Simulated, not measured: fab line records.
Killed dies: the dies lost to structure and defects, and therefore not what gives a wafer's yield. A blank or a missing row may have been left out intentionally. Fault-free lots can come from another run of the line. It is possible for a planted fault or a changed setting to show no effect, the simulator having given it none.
A lot that was struck, set against a sound lot    flow sky130    16 steps out of a route of 708
Sound: wafers L628.4, L628.5, L628.6. The struck wafers were L621.1, L621.5. The cause comes at the end.
Per side, at each step with rows, come the tool, then ch with its chambers, and then its first start. Under that, the readings that differ: sound wafers    struck wafers    difference of the means    sigmas: that difference in standard deviations of wafers without a fault.
alike: a reading whose means differ by less than 2 such deviations, as well as words and numbers matching on both sides. not compared: withheld readings; readings where some wafer has no value; bounds like >300 that might hide an equal value; numbers whose values overlap and for which the record gives no deviation.
A row with sigmas, a row that says differs or no value, or rows on one side alone: a step with any of these is where the two part. Numbers that have no deviation but don't overlap get no sigmas and don't part them. Lack of a reading on every wafer of one side parts them only where that side has two or more wafers.

SKY_SD_N_OVL_MEAS_08:
  struck on overlay-02, day 32 09:12; sound on overlay-02, day 33 17:04
  alike: SD_N_OVL
then, 2 steps without rows for these wafers: SKY_SD_N_IMPLANT_09; SKY_SD_N_IMPLANT_10.
SKY_SD_N_STRIP_11: strips in O2/N2.
  sound on plasma_asher-03 ch 0,1, day 33 17:25; struck on plasma_asher-03 ch 1, day 32 09:32
  alike: drypump_motor_current_A, oes_product_au, strip_time_to_endpoint_s
  not compared: rf_hours_counter_h
SKY_SD_N_TW_MEAS_12:
  struck on film_metro-03, day 32 09:38; sound on film_metro-03, day 33 17:31
  alike: SD_N_TW
then, 1 step without rows for these wafers: SKY_SD_N_CLEAN_13 (cleans in SC1/SC2, time 150 s).
SKY_SD_N_RTA_14: time 2 s.
  sound on rtp_anneal-02 ch 0, day 33 17:37; struck on rtp_anneal-01 ch 0, day 32 09:46
  alike: anneal_temp_c_max, lamp_power_pct, wafer_temp_C_max
SKY_SD_N_RS_MEAS_16: measurement is done with a four-point probe.
  struck on film_metro-02, day 32 09:56; sound on film_metro-02, day 33 17:49
  alike: SD_N_RS
SKY_SD_N_RS_MEAS_17: measurement is done with a four-point probe.
  struck on film_metro-02, day 32 10:03; sound on film_metro-02, day 33 17:56
  alike: SD_P_RS
SKY_SD_N_RS_MEAS_18: measurement is done with a four-point probe.
  struck on film_metro-02, day 32 10:10; sound on film_metro-02, day 33 18:04
  alike: RES_XHIGH_RS
then, 1 step without rows for these wafers: SKY_SALICIDE_CLEAN_00 (cleans in HF-last, time 30 s).
SKY_LI_CONTACT_HDPCVD_00: deposits PSG, target thk 930 nm, time 155 s.
  sound on hdpcvd-01 ch 0,1,2, day 33 18:12; struck on hdpcvd-02 ch 0,1, day 32 10:19
reading                                        sound            struck     difference  sigmas
model.PSG_of_LI_CONTACT_HDPCVD_00.thk_nm (nm)  936 929.6 933.5  1656 1653  +721        
SKY_LI_CONTACT_THK_MEAS_01:
  struck on film_metro-01, day 32 10:25; sound on film_metro-01, day 33 18:17
reading                     sound        struck     difference  sigmas
LI_CONTACT_HDPCVD_THK (nm)  936 929 934  1657 1653  +722        +89
SKY_LI_CONTACT_CMP_02: polishes PSG.
  sound on cmp-01 ch 1,2,3, day 33 18:28; struck on cmp-02 ch 1,2, day 32 10:31
reading                 sound     struck   difference  sigmas
time_to_endpoint_s (s)  33 35 38  111 105  +73         +23
  alike: motor_current_A, retaining_ring_pressure_frac
SKY_LI_CONTACT_BOW_MEAS_03:
  struck on film_metro-01, day 32 10:46; sound on film_metro-01, day 33 18:40
  alike: LI_CONTACT_BOW
SKY_PAD_OPEN_PROBE_99:
  rows exist in the record for the sound wafers here (prober-01, day 49 22:37), none for the struck ones

== WHERE THEY PART ==
First at SKY_LI_CONTACT_THK_MEAS_01; last, within this record, at SKY_PAD_OPEN_PROBE_99.

WHY: the cause the simulator had injected
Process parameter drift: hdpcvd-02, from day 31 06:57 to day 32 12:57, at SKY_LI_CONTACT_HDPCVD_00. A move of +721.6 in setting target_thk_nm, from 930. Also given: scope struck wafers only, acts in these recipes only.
